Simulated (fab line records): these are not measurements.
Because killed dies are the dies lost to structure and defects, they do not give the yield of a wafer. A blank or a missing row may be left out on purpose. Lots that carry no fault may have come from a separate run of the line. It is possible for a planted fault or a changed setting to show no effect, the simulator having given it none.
fab line records	flow sky130
[record] lots = 6	wafers = 18	lastDay = 50
route steps=708 shown SD_N@344 SD_P@359 RES_XHIGH@360 PAD_OPEN@708
lots untouched by any fault: they come from a run of this same line in which no faults occurred
startH: hours from the record's first day to the start of the lot's first wafer shown	waitH: time in hours since the lot's previous step	" the same as in the row above	L1.1+2: one row covering several wafers at once	- value missing, or start not given	* or withheld: withheld	< > ~ a bound
route shown NAME@n: names a module that has steps shown in the file, with the first one's number in the route	usual: mean and standard deviation over wafers with no fault	same: alike in all rows	chamber/n: place in a boat	sites: the reading at each site	_std_site: the standard deviation of these	_edge_site: the outer-site mean with the inner-site mean subtracted	radiusMm: how far each site lies from the wafer's centre	mask NAME#n: copy n	behind: tool/chamber where the wafer was last shaped	hold: why the lot was held/for how many hours/how that ended	device: names the non-switching transistor (n, p or np)	end of line: tests of these same wafers at the route's end	a step with no rows: only its recipe	killed: dies that structure and defects cost at the first sort, which is not the same as the wafer's yield	map: shows each die of a wafer: x if killed, . if not, _ if none is there
set.NAME: the setting the step ran with; set.NAME@STEP: the setting that earlier step ran with	model.NAME: the simulator's own value behind a step, which no gauge read
lots at selected steps of the route; one table per step, one row per wafer
[[steps]]
[step SKY_SD_N_COAT_02]
[recipe] resist = NOVOLAK	spinRpm = 3000	resistThkNm = 1140
[step SKY_SD_N_SOFTBAKE_03]
[recipe] tempC = 90	timeS = 60	resist = NOVOLAK
[step SKY_SD_N_EXPOSE_04]
[recipe] maskId = NSDM	na = 0.6	sourceShape = conventional	sigmaOuter = 0.6	polarization = unpolarized	targetCdNm = 380	doseMj = 141
[step SKY_SD_N_PEB_05]
[recipe] tempC = withheld	timeS = *	resist = NOVOLAK
[step SKY_SD_N_DEVELOP_06]
[recipe] resist = NOVOLAK	developer = TMAH	developTimeS = 60	devTempC = 23
[step SKY_SD_N_CD_MEAS_07]
[recipe] targetCdNm = 380
[usual] cdNm = 379.7/2.6
lot.wafer	tool	chamber	startH	waitH	cdNm
L639.2	cdSem-01	-	685.58	0.1	381.6
L639.3	"	-	"	"	385.7
L639.5	"	-	"	"	385.8
L640.1	cdSem-02	-	695.51	0.1	381.1
L640.2	"	-	"	"	380.4
L640.4	"	-	"	"	378.8
L645.2	cdSem-01	-	738.78	0.1	378.7
L645.4	"	-	"	"	378.8
L645.6	"	-	"	"	380.4
L647.2	cdSem-02	-	754.23	0.1	381.3
L647.3	"	-	"	"	379.2
L647.6	"	-	"	"	383.1
L656.1	cdSem-01	-	815.25	0.1	377.8
L656.2	"	-	"	"	377.7
L656.6	"	-	"	"	379.2
L658.1	cdSem-02	-	830.91	0.1	380.1
L658.5	"	-	"	"	378.8
L658.6	"	-	"	"	379.3
[step SKY_SD_N_OVL_MEAS_08]
[usual] SD_N_OVL = 0.3/1.5
lot.wafer	tool	chamber	startH	waitH	SD_N_OVL[nm]
L639.2	overlay-01	-	685.69	0.1	2.0
L639.3	"	-	"	"	1.1
L639.5	"	-	"	"	3.1
L640.1	overlay-01	-	695.63	0.1	0.7
L640.2	"	-	"	"	1.5
L640.4	"	-	"	"	1.2
L645.2	overlay-01	-	738.89	0.1	0.8
L645.4	"	-	"	"	2.2
L645.6	"	-	"	"	-0.2
L647.2	overlay-01	-	754.34	0.1	1.2
L647.3	"	-	"	"	1.7
L647.6	"	-	"	"	1.3
L656.1	overlay-01	-	815.37	0.1	-0.6
L656.2	"	-	"	"	0.7
L656.6	"	-	"	"	-0.3
L658.1	overlay-02	-	831.03	0.1	-1.7
L658.5	"	-	"	"	1.8
L658.6	"	-	"	"	-1.9
[step SKY_SD_N_IMPLANT_09]
[recipe] species = As	energyKev = 50	doseCm2 = 4e+15	tiltDeg = 0
[step SKY_SD_N_IMPLANT_10]
[recipe] species = P	energyKev = 20	doseCm2 = 1e+14	tiltDeg = 0
[step SKY_SD_N_STRIP_11]
[recipe] chemistry = O2/N2	powerW = 1400	pressureMtorr = 1500	platenTempC = withheld	o2FlowSccm = 3000	n2FlowSccm = 300	overashFraction = 0.5
[usual] drypumpMotorCurrentA = 5.6/0.53	oesProductAu = 0.528/0.0046	stripTimeToEndpointS = 22.55/0.051
lot.wafer	tool	chamber	startH	waitH	drypumpMotorCurrentA	oesProductAu	rfHoursCounterH	stripTimeToEndpointS
L639.2	plasmaAsher-01	1	686.02	0.1	6.1	0.522	25	22.54
L639.3	"	0	"	"	5.0	0.531	-	22.56
L639.5	"	1	"	"	6.1	0.530	-	22.54
L640.1	plasmaAsher-01	1	695.96	0.1	6.1	0.528	26	22.55
L640.2	"	0	"	"	5.0	0.535	26	22.59
L640.4	"	0	"	"	5.0	0.531	-	22.57
L645.2	plasmaAsher-04	1	739.22	0.1	6.4	0.521	91	22.53
L645.4	"	0	"	"	5.0	0.528	-	22.53
L645.6	"	1	"	"	6.3	0.525	-	22.50
L647.2	plasmaAsher-02	1	754.67	0.1	5.7	0.523	64	22.59
L647.3	"	1	"	"	5.7	0.523	-	22.57
L647.6	"	0	"	"	5.3	0.524	-	22.54
L656.1	plasmaAsher-02	0	815.71	0.1	5.3	0.516	71	22.59
L656.2	"	1	"	"	5.7	0.522	71	22.58
L656.6	"	0	"	"	5.3	0.525	-	22.52
L658.1	plasmaAsher-01	1	831.36	0.1	6.1	0.530	39	22.54
L658.5	"	1	"	"	6.1	0.531	-	22.49
L658.6	"	0	"	"	5.0	0.527	-	22.50
[step SKY_SD_N_TW_MEAS_12]
[usual] SD_N_TW = 3987/23
lot.wafer	tool	chamber	startH	waitH	SD_N_TW
L639.2	filmMetro-01	-	686.13	0.1	4039
L639.3	"	-	"	"	4036
L639.5	"	-	"	"	4043
L640.1	filmMetro-01	-	696.06	0.1	4027
L640.2	"	-	"	"	4008
L640.4	"	-	"	"	4023
L645.2	filmMetro-03	-	739.33	0.1	4016
L645.4	"	-	"	"	4011
L645.6	"	-	"	"	4009
L647.2	filmMetro-02	-	754.78	0.1	3978
L647.3	"	-	"	"	3983
L647.6	"	-	"	"	3973
L656.1	filmMetro-03	-	815.81	0.1	4012
L656.2	"	-	"	"	4003
L656.6	"	-	"	"	4016
L658.1	filmMetro-01	-	831.46	0.1	4014
L658.5	"	-	"	"	4004
L658.6	"	-	"	"	4004
[step SKY_SD_N_CLEAN_13]
[recipe] chemistry = SC1/SC2	mix = 1:4:20	tempC = 70	timeS = 150	dry = n2Spin
[step SKY_SD_N_RTA_14]
[recipe] tempC = 1075	timeS = 2	idleTempC = 650	rampUpCPerS = 150	rampDownCPerS = 90	ambient = N2
[usual] lampPowerPct = 15.73/0.052	rampUpCPerS = 150.00/0.03	wafer_temp_C_max = 1078.0/1.1
lot.wafer	tool	chamber	startH	waitH	lampPowerPct	rampUpCPerS	wafer_temp_C_max
L639.2	rtpAnneal-01	0	686.25	0.0	15.73	149.98	1078.2
L639.3	"	0	"	"	15.70	150.02	1076.6
L639.5	"	0	"	"	15.83	149.97	1078.8
L640.1	rtpAnneal-02	0	696.18	0.0	15.74	149.94	1076.4
L640.2	"	0	"	"	15.71	149.99	1078.4
L640.4	"	0	"	"	15.75	149.99	1078.0
L645.2	rtpAnneal-01	0	739.44	0.0	15.95	149.93	1091.8
L645.4	"	0	"	"	15.98	149.98	1092.1
L645.6	"	0	"	"	15.96	149.98	1090.7
L647.2	rtpAnneal-01	0	754.95	0.0	16.02	150.00	1090.4
L647.3	"	0	"	"	15.98	149.99	1091.8
L647.6	"	0	"	"	15.87	150.06	1090.6
L656.1	rtpAnneal-02	0	815.92	0.0	15.70	150.02	1077.1
L656.2	"	0	"	"	15.75	150.00	1078.0
L656.6	"	0	"	"	15.69	149.99	1075.7
L658.1	rtpAnneal-02	0	831.57	0.0	15.69	149.99	1076.4
L658.5	"	0	"	"	15.69	149.96	1079.8
L658.6	"	0	"	"	15.74	150.00	1077.9
[step SKY_SD_N_RS_MEAS_16]
[recipe] thkMeasGauge = four-point-probe
[usual] SD_N_RS = 68.54/0.13
lot.wafer	tool	chamber	startH	waitH	SD_N_RS[ohm/sq]
L639.2	filmMetro-02	-	686.43	0.1	68.51
L639.3	"	-	"	"	68.59
L639.5	"	-	"	"	68.58
L640.1	filmMetro-01	-	696.35	0.1	68.68
L640.2	"	-	"	"	68.59
L640.4	"	-	"	"	68.71
L645.2	filmMetro-02	-	739.62	0.1	66.26
L645.4	"	-	"	"	66.20
L645.6	"	-	"	"	66.11
L647.2	filmMetro-01	-	755.13	0.1	66.15
L647.3	"	-	"	"	66.18
L647.6	"	-	"	"	66.00
L656.1	filmMetro-01	-	816.09	0.1	68.41
L656.2	"	-	"	"	68.46
L656.6	"	-	"	"	68.47
L658.1	filmMetro-03	-	831.75	0.1	68.78
L658.5	"	-	"	"	68.63
L658.6	"	-	"	"	68.70
[step SKY_SD_N_RS_MEAS_17]
[recipe] thkMeasGauge = four-point-probe
[usual] SD_P_RS = 147.0/0.4
lot.wafer	tool	chamber	startH	waitH	SD_P_RS[ohm/sq]
L639.2	filmMetro-02	-	686.55	0.1	147.2
L639.3	"	-	"	"	147.5
L639.5	"	-	"	"	147.6
L640.1	filmMetro-01	-	696.47	0.1	147.0
L640.2	"	-	"	"	146.8
L640.4	"	-	"	"	146.9
L645.2	filmMetro-02	-	739.74	0.1	135.2
L645.4	"	-	"	"	135.7
L645.6	"	-	"	"	135.6
L647.2	filmMetro-01	-	755.25	0.1	135.6
L647.3	"	-	"	"	135.8
L647.6	"	-	"	"	135.1
L656.1	filmMetro-01	-	816.21	0.1	146.5
L656.2	"	-	"	"	146.6
L656.6	"	-	"	"	147.0
L658.1	filmMetro-03	-	831.87	0.1	147.4
L658.5	"	-	"	"	147.2
L658.6	"	-	"	"	147.5
[step SKY_SD_N_RS_MEAS_18]
[recipe] thkMeasGauge = four-point-probe
[usual] RES_XHIGH_RS = 333.5/1.1
lot.wafer	tool	chamber	startH	waitH	RES_XHIGH_RS[ohm/sq]
L639.2	filmMetro-02	-	686.67	0.1	334.5
L639.3	"	-	"	"	333.5
L639.5	"	-	"	"	334.4
L640.1	filmMetro-01	-	696.59	0.1	333.9
L640.2	"	-	"	"	332.5
L640.4	"	-	"	"	334.0
L645.2	filmMetro-02	-	739.86	0.1	329.6
L645.4	"	-	"	"	330.1
L645.6	"	-	"	"	330.9
L647.2	filmMetro-01	-	755.37	0.1	333.7
L647.3	"	-	"	"	332.2
L647.6	"	-	"	"	333.1
L656.1	filmMetro-01	-	816.33	0.1	332.0
L656.2	"	-	"	"	332.7
L656.6	"	-	"	"	332.7
L658.1	filmMetro-03	-	831.99	0.1	332.7
L658.5	"	-	"	"	332.8
L658.6	"	-	"	"	334.3
[step SKY_PAD_OPEN_PROBE_99]
[usual] killed_at_M0_to_M3 = 43/7.1	killed_at_M4_up = 3.2/1.9	killedAtContacts = 23/5.1	killedAtFrontEnd = 15/4.5	killedAtOther = 0.4/0.65	killedDies = 85/9.4	killedOpen = 47/6.8	killedShort = 38/6.1
[same] grossDies = 492	killedAtBackSide = 0
lot.wafer	tool	chamber	startH	waitH	killed_at_M0_to_M3	killed_at_M4_up	killedAtContacts	killedAtFrontEnd	killedAtOther	killedDies	killedOpen	killedShort	model.etest.resXhighPo.lineOhmUm	model.etest.resXhighPo.rsOhmSq	model.etest.pfet_01v8.rOnOhmUm	model.etest.resPdiff.lineOhmUm	model.etest.resHighPo.lineOhmUm	model.etest.liconHighPo.rcOhm	model.etest.resNdiff.lineOhmUm	model.etest.resHighPo.rsOhmSq
L639.2	prober-01	-	1109.91	0.1	49	3	27	12	2	93	57	36	5476	1916	2925	1365	739.4	350.1	769.7	254.4
L639.3	prober-01	-	1109.96	0.2	54	6	27	13	0	100	48	52	5743	2008	2980	1340	752.6	349.7	765	261.2
L639.5	prober-01	-	1110.06	0.2	44	3	11	21	0	79	41	38	5618	1950	2925	1352	724.4	354.8	766.2	256
L640.1	prober-02	-	1115.78	0.1	34	1	35	13	0	83	46	34	5609	1994	2960	1352	733.9	337.9	781.2	254.7
L640.2	prober-02	-	1115.83	0.1	52	1	20	14	0	87	50	33	5293	1867	3048	1375	712.7	347.2	790.5	252.1
L640.4	prober-02	-	1115.93	0.2	45	7	23	18	0	93	61	31	5658	1958	2940	1330	728.5	349.4	767.8	255.6
L645.2	prober-01	-	1146.39	0.1	42	2	25	15	0	84	43	41	4822	1708	2886	1290	655.9	293.1	722.8	234.4
L645.4	prober-01	-	1146.49	0.2	49	1	24	20	0	94	54	40	5120	1781	2803	1283	684.7	294.4	730.6	238.5
L645.6	prober-01	-	1146.59	0.2	52	2	21	13	0	88	55	33	4980	1780	2848	1306	669.3	306.1	731.5	235.9
L647.2	prober-01	-	1156.83	0.1	43	3	23	12	0	81	47	32	5184	1822	2668	1240	675.8	290.4	714.5	237.8
L647.3	prober-01	-	1156.88	0.2	55	4	20	19	1	99	56	43	5174	1821	2734	1243	682.3	289.5	711.8	240
L647.6	prober-01	-	1157.03	0.2	51	5	22	15	0	93	52	41	5404	1879	2748	1254	702.5	315.9	707.5	246.1
L656.1	prober-02	-	1193.46	0.1	40	5	19	10	0	74	37	37	5802	1998	2847	1376	739.6	337.1	760.2	258.8
L656.2	prober-02	-	1193.51	0.1	36	2	15	10	1	64	38	26	5391	1893	2862	1379	715.1	336.1	758.5	251
L656.6	prober-02	-	1193.71	0.2	35	2	23	13	0	73	40	33	5347	1896	2847	1404	706.8	343.2	767.6	249.5
L658.1	prober-02	-	1203.68	0.1	52	6	33	9	0	100	59	41	5726	2008	2923	1370	740.1	361	745.9	262.3
L658.5	prober-02	-	1203.88	0.2	34	4	17	5	0	60	43	17	5719	1985	2881	1342	752	347.4	736.7	262.8
L658.6	prober-02	-	1203.93	0.2	47	3	23	17	0	90	41	49	5713	2021	2891	1371	754.2	344.8	745	261.4
// killed by level:class
L639.2 CONTACT:geometricParticle:open=12 VIA1:geometricParticle:open=12 VIA2:geometricParticle:open=11 VIA1:geometricParticle:short=7 POLY_GATE:geometricParticle:open=5 LI_CONTACT:geometricParticle:open=5 METAL1:geometricParticle:short=5 VIA3:geometricParticle:open=5
L639.3 VIA1:geometricParticle:open=10 CONTACT:geometricParticle:open=9 FIELD_ISO:geometricParticle:short=7 VIA1:geometricParticle:short=7 VIA3:geometricParticle:open=7 LI_CONTACT:geometricParticle:short=6 VIA2:geometricParticle:open=6 METAL1:geometricParticle:short=5
L639.5 VIA1:geometricParticle:open=12 POLY_GATE:geometricParticle:open=6 VIA3:geometricParticle:open=6 METAL2:geometricParticle:short=5 VIA2:geometricParticle:short=5 VIA2:geometricParticle:open=5 FIELD_ISO:geometricParticle:short=4 METAL1:geometricParticle:short=4
L640.1 LI_CONTACT:geometricParticle:open=11 CONTACT:geometricParticle:open=10 VIA3:geometricParticle:open=6 LI_CONTACT:geometricParticle:short=5 CONTACT:geometricParticle:short=5 VIA1:geometricParticle:short=5 METAL2:geometricParticle:short=5 POLY_GATE:geometricParticle:open=4
L640.2 VIA1:geometricParticle:open=14 METAL2:geometricParticle:short=8 CONTACT:geometricParticle:open=8 POLY_GATE:geometricParticle:open=6 LI_CONTACT:geometricParticle:open=5 VIA3:geometricParticle:open=5 VIA2:geometricParticle:open=4 VIA1:geometricParticle:short=4
L640.4 VIA1:geometricParticle:open=11 VIA2:geometricParticle:open=10 CONTACT:geometricParticle:open=9 VIA3:geometricParticle:open=7 LI_CONTACT:geometricParticle:open=6 VIA1:geometricParticle:short=6 FIELD_ISO:geometricParticle:open=5 POLY_GATE:geometricParticle:short=4
L645.2 CONTACT:geometricParticle:open=8 METAL2:geometricParticle:short=8 VIA1:geometricParticle:open=8 VIA3:geometricParticle:open=8 VIA1:geometricParticle:short=7 LI_CONTACT:geometricParticle:open=6 CONTACT:geometricParticle:short=5 VIA2:geometricParticle:open=4
L645.4 VIA1:geometricParticle:open=15 LI_CONTACT:geometricParticle:open=10 VIA2:geometricParticle:open=8 FIELD_ISO:geometricParticle:short=6 CONTACT:geometricParticle:open=6 METAL1:geometricParticle:short=6 CONTACT:geometricParticle:short=5 VIA2:geometricParticle:short=5
L645.6 VIA1:geometricParticle:open=11 VIA2:geometricParticle:open=10 LI_CONTACT:geometricParticle:open=9 VIA3:geometricParticle:open=7 METAL2:geometricParticle:short=6 FIELD_ISO:geometricParticle:open=4 CONTACT:geometricParticle:open=4 VIA3:geometricParticle:short=4
L647.2 CONTACT:geometricParticle:open=11 VIA1:geometricParticle:open=9 VIA2:geometricParticle:open=6 VIA3:geometricParticle:open=6 METAL1:geometricParticle:short=5 VIA2:geometricParticle:short=4 METAL3:geometricParticle:short=4 POLY_GATE:geometricParticle:short=3
L647.3 VIA1:geometricParticle:open=17 CONTACT:geometricParticle:open=9 VIA3:geometricParticle:short=7 METAL1:geometricParticle:short=6 METAL2:geometricParticle:short=5 VIA2:geometricParticle:open=5 FIELD_ISO:geometricParticle:open=4 CONTACT:geometricParticle:short=4
L647.6 VIA1:geometricParticle:open=13 LI_CONTACT:geometricParticle:open=9 VIA3:geometricParticle:open=7 METAL1:geometricParticle:short=7 CONTACT:geometricParticle:open=6 METAL2:geometricParticle:short=6 VIA1:geometricParticle:short=5 VIA2:geometricParticle:short=5
L656.1 VIA1:geometricParticle:open=12 CONTACT:geometricParticle:short=7 CONTACT:geometricParticle:open=6 VIA3:geometricParticle:open=6 METAL1:geometricParticle:short=5 VIA1:geometricParticle:short=5 METAL2:geometricParticle:short=4 METAL4:geometricParticle:short=4
L656.2 VIA1:geometricParticle:open=7 VIA2:geometricParticle:open=5 CONTACT:geometricParticle:open=5 POLY_GATE:geometricParticle:open=4 LI_CONTACT:geometricParticle:open=4 VIA3:geometricParticle:open=4 VIA1:geometricParticle:short=4 VIA3:geometricParticle:short=4
L656.6 CONTACT:geometricParticle:open=12 VIA1:geometricParticle:open=6 VIA2:geometricParticle:open=6 FIELD_ISO:geometricParticle:short=5 CONTACT:geometricParticle:short=4 METAL2:geometricParticle:short=4 VIA3:geometricParticle:open=4 LI_CONTACT:geometricParticle:short=3
L658.1 CONTACT:geometricParticle:open=12 VIA2:geometricParticle:open=11 VIA1:geometricParticle:open=11 LOCAL_INTERCONNECT:geometricParticle:short=8 METAL1:geometricParticle:short=7 LI_CONTACT:geometricParticle:open=6 CONTACT:geometricParticle:short=5 VIA3:geometricParticle:open=5
L658.5 VIA3:geometricParticle:open=10 VIA1:geometricParticle:open=9 CONTACT:geometricParticle:open=7 VIA2:geometricParticle:open=6 LI_CONTACT:geometricParticle:open=3 VIA1:geometricParticle:short=3 METAL4:geometricParticle:open=2 FIELD_ISO:geometricParticle:open=2
L658.6 VIA1:geometricParticle:open=9 VIA1:geometricParticle:short=8 FIELD_ISO:geometricParticle:open=7 FIELD_ISO:geometricParticle:short=7 LI_CONTACT:geometricParticle:short=5 LI_CONTACT:geometricParticle:open=5 CONTACT:geometricParticle:short=5 VIA3:geometricParticle:open=5
[[key]]
[firstSign] step = SKY_SD_N_RTA_14	reading = wafer_temp_C_max	direction = up	sigmas = 12	usual = *	struck = *
[effect] step = SKY_SD_N_RTA_14	reading = lampPowerPct	direction = up	sigmas = 4.3	usual = 15.73	struck = 15.96
[effect] step = SKY_SD_N_RS_MEAS_16	reading = SD_N_RS	direction = down	sigmas = 19	usual = 68.54	struck = 66.15
[effect] step = SKY_SD_N_RS_MEAS_17	reading = SD_P_RS	direction = down	sigmas = 29	usual = 147.0	struck = 135.5
[effect] step = SKY_SD_N_RS_MEAS_18	reading = RES_XHIGH_RS	direction = down	sigmas = 1.7	usual = 333.5	struck = 331.6
[modelEffect] step = SKY_PAD_OPEN_PROBE_99	value = etest.resXhighPo.lineOhmUm	without = 5815	struck = 5114
metAt SKY_SD_N_RTA_14
struckWafers L645.2,L645.4,L645.6,L647.2,L647.3,L647.6
testerLeftOut L645,L647
onsetBetween 686.25 739.44
[fault] kind = processParameterDrift	tool = rtpAnneal-01	chamber = -	onsetH = 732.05	steps = SKY_SD_N_RTA_14	channel = tempC	offset = *	shape = step	endH = 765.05	actsIn = *	stated = *
// testerLeftOut: of these lots the tester's yield and bins aren't shown, on N5 and GAA mostly nor the transistor test; their killed dies are dies lost to structure and defects alone, not to doping, threshold or leakage, so they don't give the yield
